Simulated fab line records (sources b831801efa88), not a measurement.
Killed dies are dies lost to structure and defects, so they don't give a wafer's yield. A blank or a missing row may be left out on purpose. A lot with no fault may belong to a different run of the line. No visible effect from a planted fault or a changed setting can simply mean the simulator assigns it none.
2 desks looking at one fault -- flow gf180mcu -- only its own numbers are on each desk; what lay behind them is given at the end

FOR THE TOOL OWNER'S DESK: rieSi-01
The tool's own readings at GF_STI_ETCH_14 (etches Si in HBr/Cl2/O2, target depth 360 nm, time 102.9 s): means of the sampled wafers that have a number, for each lot that ran on this tool. Marked OUT: a lot whose mean sits more than 4 standard deviations from the usual mean, which makes it out of limits; the brackets give that distance.
Columns: A = drypumpMotorCurrentA at GF_STI_ETCH_14, usual 6.0 A; B = mfcCl2Sccm at GF_STI_ETCH_14, usual 39.99 sccm; C = oesProductAu at GF_STI_ETCH_14, usual 1.000 a.u.; D = rfFwdPowerW at GF_STI_ETCH_14, usual 596.8 W; E = throttleValvePct at GF_STI_ETCH_14, usual 25.655 %
lot,first seen here,A,B,C,D,E
L105,day 2 02:20,5.8,40.06,1.001,598.0,25.660
L106,day 2 06:26,6.0,39.96,1.004,598.0,25.653
L108,day 2 17:20,6.4,39.99,0.945 (-5.0) OUT,501.9 (-47) OUT,25.691
L109,day 3 00:02,6.0,39.88,0.953 (-4.2) OUT,503.1 (-47) OUT,25.689
Finding of this desk: L108, L109 out of limits; the first was L108 at day 2 17:20, on oesProductAu at GF_STI_ETCH_14. In limits: L105, L106.

FROM THE METROLOGY DESK
Lot by lot, what the gauges showed, no matter which tool ran the lot: averages of those sampled wafers that carry a number. Marked OUT: a lot whose mean sits more than 4 standard deviations from the usual mean, which makes it out of limits; the brackets give that distance.
Columns: A = STI_OXIDATION_THK at GF_STI_THK_MEAS_02, usual 10.04 nm; B = STI_CVD_03_THK at GF_STI_THK_MEAS_04, usual 208.0 nm; C = cdNm at GF_STI_CD_MEAS_12, usual 220.0 nm
lot,first seen here,A,B,C
L105,day 1 12:30,9.96,207.8,219.6
L106,day 1 16:42,10.11,209.1,219.6
L108,day 2 03:38,10.30,206.4,218.5
L109,day 2 09:13,9.97,210.2,221.6
L125,day 5 15:31,9.95,205.0,221.0
L128,day 6 06:32,10.14,206.2,219.2
This desk found nothing out of limits on any of the 6 lots.

PUT TOGETHER
The tool owner's desk had the chance to raise an alarm at day 2 17:20 on L108, L109.
At the metrology desk, nothing out of limits was observed.
The metrology desk has L108, L109 on record, within its limits.
GF_STI_ETCH_14 was run on rieSi-01 by each of the lots named.

WHAT WAS PUT IN BY THE SIMULATOR
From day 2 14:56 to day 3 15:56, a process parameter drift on rieSi-01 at GF_STI_ETCH_14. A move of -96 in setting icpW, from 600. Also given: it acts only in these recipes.
Struck lots among those shown: L108, L109.
How many hours passed from the start of the fault until each desk's first out-of-limits reading: the tool owner's desk, 2.
